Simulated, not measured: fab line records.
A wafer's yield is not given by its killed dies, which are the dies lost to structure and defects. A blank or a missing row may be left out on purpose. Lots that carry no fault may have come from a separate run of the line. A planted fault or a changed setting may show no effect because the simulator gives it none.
A struck lot beside a sound one    flow gf180mcu    23 steps out of a route of 602
Sound: wafers L804.3, L804.4, L804.5. Struck: wafers L819.3, L819.5, L819.6. At the end, the cause is stated.
Order at every step that has rows: each side's tool, ch and its chambers, its first start. Under that, the readings that differ: sound wafers    struck wafers    difference of the means    sigmas: that difference in standard deviations of wafers without a fault.
alike: readings with means less than 2 such deviations apart, plus words and numbers identical on both sides. not compared: withheld readings, readings lacking a value on some wafer, bounds such as >300 that could conceal the same value, and numbers that have no deviation in the record and whose values overlap.
A row with sigmas, a row that says differs or no value, or rows on one side alone: a step with any of these is where the two part. Non-overlapping numbers with no deviation appear without sigmas and do not part them. A reading missing from all wafers of one side parts the sides only when that side holds two or more wafers.

first, 2 steps without rows for these wafers: GF_HV_LDD_PEB_29; GF_HV_LDD_DEVELOP_30 (develop time 60 s).
GF_HV_LDD_CD_MEAS_31: the cd target is 400 nm.
  struck on cd_sem-02, day 16 19:02; sound on cd_sem-01, day 11 13:22
  alike: cd_nm
GF_HV_LDD_OVL_MEAS_32:
  struck on overlay-02, day 16 19:08; sound on overlay-01, day 11 13:28
  alike: HV_LDD_02_OVL
then, 4 steps without rows for these wafers: GF_HV_LDD_IMPLANT_33; GF_HV_LDD_IMPLANT_34; GF_HV_LDD_IMPLANT_35; GF_HV_LDD_IMPLANT_36.
GF_HV_LDD_STRIP_37: strips in O2/N2.
  sound on plasma_asher-03 ch 0,1, day 11 14:07; struck on plasma_asher-03 ch 0,1, day 16 19:47
  alike: drypump_motor_current_A, heater_power_w, oes_product_au, strip_time_to_endpoint_s
  not compared: rf_hours_counter_h
GF_HV_LDD_TW_MEAS_38:
  struck on film_metro-01, day 16 19:52; sound on film_metro-01, day 11 14:12
  alike: HV_LDD_3_TW
then, 2 steps without rows for these wafers: GF_HV_LDD_DEHYDRATE_39 (time 60 s); GF_HV_LDD_HMDS_40 (prime time 60 s).
GF_HV_LDD_COAT_41: resist thk 1000 nm.
  sound on litho_track-02 ch 0, day 11 23:15; struck on litho_track-02 ch 0, day 17 07:00
reading                                      sound           struck          difference  sigmas
model.NOVOLAK_of_HV_LDD_COAT_41.thk_nm (nm)  1003 1004 1003  1061 1059 1060  +57         
then, 3 steps without rows for these wafers: GF_HV_LDD_SOFTBAKE_42 (time 60 s); GF_HV_LDD_EXPOSE_43 (exposes mask Pplus HV AREA, target cd 400 nm); GF_HV_LDD_PEB_44.
GF_HV_LDD_DEVELOP_45: develop time 60 s.
  sound on litho_track-04 ch 0, day 12 08:10; struck on litho_track-03 ch 0, day 17 18:43
reading                                      sound           struck          difference  sigmas
model.NOVOLAK_of_HV_LDD_COAT_41.thk_nm (nm)  1002 1003 1002  1060 1058 1060  +57         
GF_HV_LDD_CD_MEAS_46: the cd target is 400 nm.
  struck on cd_sem-01, day 17 18:52; sound on cd_sem-02, day 12 08:19
reading     sound              struck             difference  sigmas
cd_nm (nm)  400.4 401.5 401.6  394.3 395.4 394.2  -6.5        -3
GF_HV_LDD_OVL_MEAS_47:
  struck on overlay-01, day 17 18:58; sound on overlay-02, day 12 08:24
  alike: HV_LDD_03_OVL
following that, these wafers have no rows for 1 step: GF_HV_LDD_IMPLANT_48.
GF_HV_LDD_STRIP_49: strips in O2/N2.
  sound on plasma_asher-01 ch 0,1, day 12 08:36; struck on plasma_asher-04 ch 0,1, day 17 19:10
reading                       sound              struck             difference  sigmas
strip_time_to_endpoint_s (s)  12.65 12.67 12.67  13.23 13.21 13.25  +0.57       +18
  alike: drypump_motor_current_A, heater_power_w, oes_product_au
  not compared: rf_hours_counter_h
GF_HV_LDD_TW_MEAS_50:
  struck on film_metro-02, day 17 19:15; sound on film_metro-02, day 12 08:41
  alike: HV_LDD_4_TW
GF_PASSIVATION_PROBE_99:
  sound wafers here have rows in the record (prober-01, day 28 20:23); struck ones have none

## WHERE THEY PART
First at GF_HV_LDD_CD_MEAS_46; last, within this record, at GF_PASSIVATION_PROBE_99.

WHY: the cause the simulator had injected
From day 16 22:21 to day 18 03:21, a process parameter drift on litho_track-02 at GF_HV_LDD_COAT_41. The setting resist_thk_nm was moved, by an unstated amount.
